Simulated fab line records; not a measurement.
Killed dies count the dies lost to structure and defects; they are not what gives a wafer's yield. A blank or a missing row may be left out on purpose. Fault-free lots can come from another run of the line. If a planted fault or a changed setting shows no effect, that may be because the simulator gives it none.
Which tool was responsible? :: flow gf180mcu :: 13 lots with 39 wafers sampled at 4 steps, on a route of 602 steps

## WHAT THE GAUGES READ, wafer by wafer
GF_TOP_METAL_CD_MEAS_14: the cd target is 440 nm. Usual: cd_nm reads 441.0 nm (standard deviation 2).
lot: L933
measured: day 28 01:33
on: cd_sem-01
cd_nm (nm): 439.1 442.3 440.2
flag: 

lot: L934
measured: day 28 09:05
on: cd_sem-02
cd_nm (nm): 442.0 440.4 440.6
flag: 

lot: L936
measured: day 29 03:58
on: cd_sem-02
cd_nm (nm): 442.3 441.8 444.4
flag: 

lot: L938
measured: day 29 18:40
on: cd_sem-01
cd_nm (nm): 443.1 444.0 443.7
flag: 

lot: L939
measured: day 29 19:49
on: cd_sem-02
cd_nm (nm): 441.3 441.2 442.1
flag: 

lot: L940
measured: day 30 09:47
on: cd_sem-02
cd_nm (nm): 441.4 441.2 441.3
flag: 

lot: L941
measured: day 30 10:05
on: cd_sem-01
cd_nm (nm): 439.9 440.4 440.3
flag: 

lot: L943
measured: day 31 03:29
on: cd_sem-02
cd_nm (nm): 439.9 438.7 440.5
flag: 

lot: L944
measured: day 31 14:08
on: cd_sem-02
cd_nm (nm): 442.1 441.7 442.3
flag: 

lot: L946
measured: day 31 20:49
on: cd_sem-01
cd_nm (nm): 440.9 442.6 440.2
flag: 

lot: L948
measured: day 32 09:59
on: cd_sem-01
cd_nm (nm): 441.5 442.5 441.7
flag: 

lot: L950
measured: day 32 19:50
on: cd_sem-01
cd_nm (nm): 440.5 441.9 440.9
flag: 

lot: L954
measured: day 33 20:13
on: cd_sem-01
cd_nm (nm): 443.4 443.9 444.6
flag: 

## WHICH TOOL RAN EACH LOT (tool, then ch and the chambers of the sampled wafers, then the start)
lot: L933
GF_V3_SPUTTER_22: pvd_sputter-04, day 22 10:01
GF_V5_SPUTTER_21: pvd_sputter-02, day 27 04:50
GF_TOP_METAL_SPUTTER_02: pvd_sputter-01, day 27 05:40

lot: L934
GF_V3_SPUTTER_22: pvd_sputter-02, day 22 18:03
GF_V5_SPUTTER_21: pvd_sputter-02, day 27 12:25
GF_TOP_METAL_SPUTTER_02: pvd_sputter-03, day 27 13:14

lot: L936
GF_V3_SPUTTER_22: pvd_sputter-03, day 23 16:19
GF_V5_SPUTTER_21: pvd_sputter-02, day 28 08:04
GF_TOP_METAL_SPUTTER_02: pvd_sputter-02, day 28 08:54

lot: L938
GF_V3_SPUTTER_22: pvd_sputter-04, day 24 09:03
GF_V5_SPUTTER_21: pvd_sputter-03, day 28 23:28
GF_TOP_METAL_SPUTTER_02: pvd_sputter-02, day 29 00:17

lot: L939
GF_V3_SPUTTER_22: pvd_sputter-04, day 24 10:57
GF_V5_SPUTTER_21: pvd_sputter-04, day 29 00:19
GF_TOP_METAL_SPUTTER_02: pvd_sputter-03, day 29 01:09

lot: L940
GF_V3_SPUTTER_22: pvd_sputter-03, day 25 03:06
GF_V5_SPUTTER_21: pvd_sputter-02, day 29 14:46
GF_TOP_METAL_SPUTTER_02: pvd_sputter-03, day 29 15:35

lot: L941
GF_V3_SPUTTER_22: pvd_sputter-03, day 25 04:37
GF_V5_SPUTTER_21: pvd_sputter-03, day 29 14:52
GF_TOP_METAL_SPUTTER_02: pvd_sputter-01, day 29 15:49

lot: L943
GF_V3_SPUTTER_22: pvd_sputter-03, day 25 23:39
GF_V5_SPUTTER_21: pvd_sputter-04, day 30 08:17
GF_TOP_METAL_SPUTTER_02: pvd_sputter-01, day 30 10:04

lot: L944
GF_V3_SPUTTER_22: pvd_sputter-03, day 26 12:45
GF_V5_SPUTTER_21: pvd_sputter-02, day 30 19:30
GF_TOP_METAL_SPUTTER_02: pvd_sputter-03, day 30 20:20

lot: L946
GF_V3_SPUTTER_22: pvd_sputter-02, day 26 20:45
GF_V5_SPUTTER_21: pvd_sputter-03, day 31 03:02
GF_TOP_METAL_SPUTTER_02: pvd_sputter-03, day 31 03:59

lot: L948
GF_V3_SPUTTER_22: pvd_sputter-04, day 27 11:48
GF_V5_SPUTTER_21: pvd_sputter-04, day 31 16:02
GF_TOP_METAL_SPUTTER_02: pvd_sputter-02, day 31 16:52

lot: L950
GF_V3_SPUTTER_22: pvd_sputter-04, day 28 02:07
GF_V5_SPUTTER_21: pvd_sputter-04, day 32 02:52
GF_TOP_METAL_SPUTTER_02: pvd_sputter-02, day 32 03:41

lot: L954
GF_V3_SPUTTER_22: pvd_sputter-03, day 29 06:10
GF_V5_SPUTTER_21: pvd_sputter-03, day 33 03:14
GF_TOP_METAL_SPUTTER_02: pvd_sputter-03, day 33 04:03
- GF_V3_SPUTTER_22: material TiN, target thk 10 nm, time 40 s.
- GF_V5_SPUTTER_21: material Ti, target thk 15 nm, time 80.02 s.
- GF_TOP_METAL_SPUTTER_02: material AlCu, target thk 900 nm, time 47.82 s.

## WHAT THE TOOLS THEMSELVES READ (means of the sampled wafers that have a number; where no wafer has one, the mark that the record gives instead)
GF_V3_SPUTTER_22. Usual: throttle_valve_pct reads 29.7 % (standard deviation 1.3).
lot: L933
tool: pvd_sputter-04
throttle_valve_pct (%): 29.3
flag: 

lot: L934
tool: pvd_sputter-02
throttle_valve_pct (%): 29.9
flag: 

lot: L936
tool: pvd_sputter-03
throttle_valve_pct (%): 29.6
flag: 

lot: L938
tool: pvd_sputter-04
throttle_valve_pct (%): 30.3
flag: 

lot: L939
tool: pvd_sputter-04
throttle_valve_pct (%): 30.6
flag: 

lot: L940
tool: pvd_sputter-03
throttle_valve_pct (%): 30.2
flag: 

lot: L941
tool: pvd_sputter-03
throttle_valve_pct (%): 30.2
flag: 

lot: L943
tool: pvd_sputter-03
throttle_valve_pct (%): 28.6
flag: 

lot: L944
tool: pvd_sputter-03
throttle_valve_pct (%): 29.3
flag: 

lot: L946
tool: pvd_sputter-02
throttle_valve_pct (%): 29.5
flag: 

lot: L948
tool: pvd_sputter-04
throttle_valve_pct (%): 29.5
flag: 

lot: L950
tool: pvd_sputter-04
throttle_valve_pct (%): 31.0
flag: 

lot: L954
tool: pvd_sputter-03
throttle_valve_pct (%): 30.2
flag: 

GF_V5_SPUTTER_21. Usual: substrate_temp_c 200.00 C, standard deviation 0.16; throttle_valve_pct 29.8 %, standard deviation 1.
lot: L933
tool: pvd_sputter-02
substrate_temp_c (C): 200.15
throttle_valve_pct (%): 30.4
flag: 

lot: L934
tool: pvd_sputter-02
substrate_temp_c (C): 199.86
throttle_valve_pct (%): 29.7
flag: 

lot: L936
tool: pvd_sputter-02
substrate_temp_c (C): 200.02
throttle_valve_pct (%): 29.9
flag: 

lot: L938
tool: pvd_sputter-03
substrate_temp_c (C): 200.00
throttle_valve_pct (%): 29.9
flag: 

lot: L939
tool: pvd_sputter-04
substrate_temp_c (C): 199.97
throttle_valve_pct (%): 30.2
flag: 

lot: L940
tool: pvd_sputter-02
substrate_temp_c (C): 200.18
throttle_valve_pct (%): 29.6
flag: 

lot: L941
tool: pvd_sputter-03
substrate_temp_c (C): 199.96
throttle_valve_pct (%): 29.2
flag: 

lot: L943
tool: pvd_sputter-04
substrate_temp_c (C): 200.11
throttle_valve_pct (%): 30.4
flag: 

lot: L944
tool: pvd_sputter-02
substrate_temp_c (C): 199.95
throttle_valve_pct (%): 30.3
flag: 

lot: L946
tool: pvd_sputter-03
substrate_temp_c (C): 199.96
throttle_valve_pct (%): 28.7
flag: 

lot: L948
tool: pvd_sputter-04
substrate_temp_c (C): 199.92
throttle_valve_pct (%): 28.5
flag: 

lot: L950
tool: pvd_sputter-04
substrate_temp_c (C): 199.92
throttle_valve_pct (%): 29.2
flag: 

lot: L954
tool: pvd_sputter-03
substrate_temp_c (C): 200.01
throttle_valve_pct (%): 29.8
flag: 

GF_TOP_METAL_SPUTTER_02. Usual: substrate_temp_c 250.02 C, standard deviation 0.17; throttle_valve_pct 29.9 %, standard deviation 1.
lot: L933
tool: pvd_sputter-01
substrate_temp_c (C): 249.95
throttle_valve_pct (%): 30.7
flag: 

lot: L934
tool: pvd_sputter-03
substrate_temp_c (C): 249.94
throttle_valve_pct (%): 29.2
flag: 

lot: L936
tool: pvd_sputter-02
substrate_temp_c (C): 250.02
throttle_valve_pct (%): 29.8
flag: 

lot: L938
tool: pvd_sputter-02
substrate_temp_c (C): 250.05
throttle_valve_pct (%): 29.7
flag: 

lot: L939
tool: pvd_sputter-03
substrate_temp_c (C): 250.11
throttle_valve_pct (%): 28.1
flag: 

lot: L940
tool: pvd_sputter-03
substrate_temp_c (C): 249.96
throttle_valve_pct (%): 29.7
flag: 

lot: L941
tool: pvd_sputter-01
substrate_temp_c (C): 250.04
throttle_valve_pct (%): 30.2
flag: 

lot: L943
tool: pvd_sputter-01
substrate_temp_c (C): 250.07
throttle_valve_pct (%): 29.7
flag: 

lot: L944
tool: pvd_sputter-03
substrate_temp_c (C): 249.78
throttle_valve_pct (%): 29.8
flag: 

lot: L946
tool: pvd_sputter-03
substrate_temp_c (C): 249.88
throttle_valve_pct (%): 29.8
flag: 

lot: L948
tool: pvd_sputter-02
substrate_temp_c (C): 250.19
throttle_valve_pct (%): 29.4
flag: 

lot: L950
tool: pvd_sputter-02
substrate_temp_c (C): 249.99
throttle_valve_pct (%): 30.1
flag: 

lot: L954
tool: pvd_sputter-03
substrate_temp_c (C): 250.01
throttle_valve_pct (%): 29.6
flag: 

## THE ANSWER, worked out from the rows above alone
Rule: a lot is off if the mean of its wafers that have a number lies more than 3 standard deviations from the usual mean. A lot without any number at a reading at which 4 lots or more have one is off too. Where the step has rows for the other lots, those lots are counted as sound. Order of review: gauges by route order, followed by the tools' own readings, for which a lot's mean as printed above is used. At the first step where some lot is off, the reading lying furthest off is the one used; lots without a number count as furthest.
No lot is off at any reading shown: from this, nothing can be told.

## WHAT HAD BEEN PUT IN BY THE SIMULATOR
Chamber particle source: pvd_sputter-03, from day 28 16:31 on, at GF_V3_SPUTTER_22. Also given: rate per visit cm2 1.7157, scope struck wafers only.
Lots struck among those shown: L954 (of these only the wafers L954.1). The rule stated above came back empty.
